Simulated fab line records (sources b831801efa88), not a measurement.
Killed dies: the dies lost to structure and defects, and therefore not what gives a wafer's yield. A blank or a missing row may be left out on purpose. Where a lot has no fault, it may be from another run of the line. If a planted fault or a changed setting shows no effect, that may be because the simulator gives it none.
Which tool is to blame? | flow gf180mcu | 12 lots, 34 wafers sampled, at 4 steps of a route of 602

== WHAT THE GAUGES SHOWED, per wafer ==
GF_VT_IMPLANT_RS_MEAS_48: measures by four-point-probe.
lot  | measured     | on            | LVPWELL_RS (ohm/sq)
L122 | day 7 21:58  | film_metro-04 | 1206 1201 1199
L123 | day 8 03:01  | film_metro-02 | 1196 1196 1198
L125 | day 8 16:37  | film_metro-04 | 1201 1203 1197
L127 | day 9 06:26  | film_metro-02 | 1195 1196 1195
L128 | day 9 13:10  | film_metro-02 | 1200 1198 1201
L129 | day 9 20:47  | film_metro-02 | 1201 1201 1202
L131 | day 10 09:17 | film_metro-01 | 1189 1189 1195
L137 | day 12 01:53 | film_metro-02 | 1196 1231
L138 | day 12 07:52 | film_metro-04 | 1234 1199
L143 | day 13 19:17 | film_metro-04 | 1200 1197 1197
L144 | day 14 00:32 | film_metro-04 | 1197 1198 1198
L145 | day 14 08:41 | film_metro-04 | 1202 1203 1203

== WHICH TOOL RAN EACH LOT (tool, then ch and the chambers of the sampled wafers, then the start) ==
lot  | GF_STI_ETCH_14                  | GF_LVPWELL_IMPLANT_09          | GF_MVSD_STRIP_10
L122 | rie_si-01 ch 1,2,3, day 2 04:17 | implanter-04 ch 0, day 4 00:18 | plasma_asher-03 ch 0,1, day 4 14:58
L123 | rie_si-01 ch 0,3, day 2 06:50   | implanter-04 ch 0, day 4 04:40 | plasma_asher-01 ch 0,1, day 4 19:17
L125 | rie_si-02 ch 1,2, day 2 17:41   | implanter-02 ch 0, day 4 15:16 | plasma_asher-03 ch 0,1, day 5 07:08
L127 | rie_si-01 ch 0,1, day 3 04:32   | implanter-02 ch 0, day 5 03:59 | plasma_asher-01 ch 0, day 5 19:34
L128 | rie_si-01 ch 0,1,2, day 3 08:47 | implanter-02 ch 0, day 5 08:55 | plasma_asher-01 ch 0,1, day 6 00:22
L129 | rie_si-01 ch 0,1,2, day 3 14:16 | implanter-02 ch 0, day 5 13:37 | plasma_asher-03 ch 0,1, day 6 05:49
L131 | rie_si-02 ch 1,2, day 4 00:08   | implanter-02 ch 0, day 6 02:00 | plasma_asher-02 ch 0,1, day 6 18:07
L137 | rie_si-01 ch 0,2, day 5 07:42   | implanter-02 ch 0, day 7 11:51 | plasma_asher-01 ch 0,1, day 8 05:19
L138 | rie_si-01 ch 0,3, day 5 12:23   | implanter-02 ch 0, day 7 17:52 | plasma_asher-01 ch 1, day 8 11:02
L143 | rie_si-01 ch 0,1,2, day 6 15:02 | implanter-04 ch 0, day 8 22:50 | plasma_asher-03 ch 0, day 9 16:52
L144 | rie_si-01 ch 0,1, day 6 20:40   | implanter-03 ch 0, day 9 04:20 | plasma_asher-02 ch 0,1, day 9 22:01
L145 | rie_si-02 ch 0,1, day 7 00:28   | implanter-03 ch 0, day 9 08:41 | plasma_asher-03 ch 0,1, day 10 03:40
- GF_STI_ETCH_14: etches Si in HBr/Cl2/O2, target depth 360 nm, time 102.9 s.
- GF_LVPWELL_IMPLANT_09
- GF_MVSD_STRIP_10: strips in O2/N2.

== AS READ BY THE TOOLS THEMSELVES (means over the sampled wafers that have a number; for cases with no such wafer, the mark the record gives instead) ==
GF_STI_ETCH_14.
lot  | tool      | bias_w (W) | chamber_pressure_mTorr (mTorr) | drypump_motor_current_A (A) | he_backside_leak_sccm (sccm) | oes_product_au (a.u.) | rf_fwd_power_W (W) | throttle_valve_pct (%)
L122 | rie_si-01 | 149.8      | 15.002                         | 5.6                         | 2.54                         | 0.999                 | 596.6              | 25.666
L123 | rie_si-01 | 149.8      | 14.996                         | 5.5                         | 2.82                         | 1.004                 | 595.3              | 25.649
L125 | rie_si-02 | 150.0      | 14.990                         | 5.9                         | 2.31                         | 1.000                 | 595.2              | 25.654
L127 | rie_si-01 | 150.0      | 15.003                         | 5.1                         | 2.66                         | 0.994                 | 597.5              | 25.658
L128 | rie_si-01 | 150.4      | 14.995                         | 5.4                         | 2.68                         | 0.993                 | 597.2              | 25.652
L129 | rie_si-01 | 150.3      | 14.994                         | 5.4                         | 2.63                         | 1.001                 | 596.2              | 25.649
L131 | rie_si-02 | 150.5      | 15.002                         | 5.9                         | 2.50                         | 1.007                 | 594.9              | 25.649
L137 | rie_si-01 | 150.2      | 15.011                         | 5.5                         | 2.80                         | 0.994                 | 597.9              | 25.659
L138 | rie_si-01 | 150.4      | 15.008                         | 5.4                         | 2.76                         | 0.996                 | 595.6              | 25.658
L143 | rie_si-01 | 150.2      | 14.998                         | 5.4                         | 2.70                         | 1.005                 | 597.8              | 25.660
L144 | rie_si-01 | 150.1      | 15.008                         | 5.1                         | 2.59                         | 1.008                 | 597.4              | 25.648
L145 | rie_si-02 | 149.9      | 15.013                         | 5.4                         | 2.55                         | 1.004                 | 597.3              | 25.653

GF_LVPWELL_IMPLANT_09.
lot  | tool         | tilt_deg (degrees)
L122 | implanter-04 | 0.008
L123 | implanter-04 | 0.012
L125 | implanter-02 | 0.011
L127 | implanter-02 | 0.014
L128 | implanter-02 | -0.003
L129 | implanter-02 | 0.001
L131 | implanter-02 | -0.030
L137 | implanter-02 | -0.005
L138 | implanter-02 | -0.001
L143 | implanter-04 | 0.026
L144 | implanter-03 | 0.016
L145 | implanter-03 | -0.008

GF_MVSD_STRIP_10.
lot  | tool            | chamber_pressure_mTorr (mTorr) | drypump_motor_current_A (A) | heater_power_w (W) | oes_product_au (a.u.) | strip_time_to_endpoint_s (s)
L122 | plasma_asher-03 | 1500.7                         | 5.57                        | 296                | 0.723                 | 36.91
L123 | plasma_asher-01 | 1499.4                         | 5.47                        | 362                | 0.723                 | 36.96
L125 | plasma_asher-03 | 1500.8                         | 5.65                        | 316                | 0.723                 | 36.88
L127 | plasma_asher-01 | 1499.7                         | 5.58                        | 377                | 0.722                 | 36.75
L128 | plasma_asher-01 | 1498.7                         | 5.37                        | 346                | 0.719                 | 36.98
L129 | plasma_asher-03 | 1500.1                         | 5.59                        | 296                | 0.724                 | 36.80
L131 | plasma_asher-02 | 1500.2                         | 5.89                        | 360                | 0.723                 | 37.01
L137 | plasma_asher-01 | 1500.4                         | 5.42                        | 355                | 0.722                 | 36.82
L138 | plasma_asher-01 | 1499.5                         | 5.25                        | 324                | 0.723                 | 36.95
L143 | plasma_asher-03 | 1500.4                         | 5.72                        | 328                | 0.720                 | 36.98
L144 | plasma_asher-02 | 1499.1                         | 5.88                        | 354                | 0.718                 | 36.96
L145 | plasma_asher-03 | 1499.9                         | 5.66                        | 315                | 0.724                 | 37.00

== THE ANSWER, worked out from the rows above alone ==
Rule: usual is defined by the lots themselves. The widest of any qualifying gaps counts: lots, ordered by their means at a reading, are off when they make up no more than a third of the lots, leave a main group of 4 or more, and stand apart from it by 3 or more times the standard deviation of that group's means. A main group whose means are all the same, to the digits that the tables above print for the reading, isn't used. A lot without any number at a reading at which 4 lots or more have one is off too. Any other lot the step has rows for is counted as sound. Order of review: gauges by route order, followed by the tools' own readings, for which a lot's mean as printed above is used. The first step at which some lot is off is used, and at that step the reading that is off furthest; a lot without a number counts as furthest.
Off: L137, L138, at GF_VT_IMPLANT_RS_MEAS_48 (LVPWELL_RS). For the main group the mean is 1198 ohm/sq and the standard deviation 3.4.
If a tool, at a process step before that reading, ran all the lots that are off and no sound lot after the first of them, it fits. The gauges at GF_VT_IMPLANT_RS_MEAS_48 are tried like those tools. Undecided on this evidence; 2 tools fit (implanter-02 at GF_LVPWELL_IMPLANT_09, plasma_asher-01 at GF_MVSD_STRIP_10).

== WHAT THE SIMULATOR HAD INSERTED ==
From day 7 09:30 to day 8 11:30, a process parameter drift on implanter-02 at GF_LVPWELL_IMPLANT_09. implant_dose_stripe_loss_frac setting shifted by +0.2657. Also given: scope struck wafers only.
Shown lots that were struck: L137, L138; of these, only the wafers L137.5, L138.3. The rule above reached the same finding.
